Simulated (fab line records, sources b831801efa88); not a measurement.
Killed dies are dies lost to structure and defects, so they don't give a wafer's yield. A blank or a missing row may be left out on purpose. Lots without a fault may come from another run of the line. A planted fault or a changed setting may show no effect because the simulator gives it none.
Chamber matching | flow gf180mcu | GF_V1_CVD_02 on pecvd-03: 3 sister chambers
The step deposits SiO2 from TEOS, target thk 850 nm, time 94.851 s. 3 wafers are shown with their chamber, then 7 later ones without.

WAFERS WITH THEIR CHAMBER
wafer  | chamber | heater_power_w (W)
L493.3 | 1       | 642
L494.1 | 0       | 620
L494.2 | 2       | 498

WAFERS WITHOUT THEIR CHAMBER
wafer  | heater_power_w (W)
L494.5 | 523
L496.1 | 592
L496.3 | 555
L496.5 | 664
L505.2 | 580
L505.3 | 639
L505.4 | 473

WHICH CHAMBER EACH WENT THROUGH
wafer  | from the rows above          | in truth
L494.5 | 2                            | 2
L496.1 | can't be placed: 0 or 1      | 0
L496.3 | can't be placed: 2 or 0 or 1 | 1
L496.5 | can't be placed: 1 or 0      | 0
L505.2 | can't be placed: 0 or 1 or 2 | 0
L505.3 | can't be placed: 1 or 0      | 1
L505.4 | 2                            | 2
Placed correctly: 2 of 7. Can't be placed from these rows: 5 (the true chamber is among the candidates in 5). Placed wrongly: 0.
How it was worked out, from the rows above alone: a wafer's distance from a chamber is the root of the sum, over the readings, of the square of ((its reading less the chamber's mean) divided by the reading's scatter). The wafer belongs to the nearest chamber; if the next one is less than 2 further off, it can't be placed. A chamber's mean is the mean of its shown wafers. The scatter: with one shown wafer a chamber, the root of the mean of the squares of how far each hidden wafer lies from its nearest shown one.
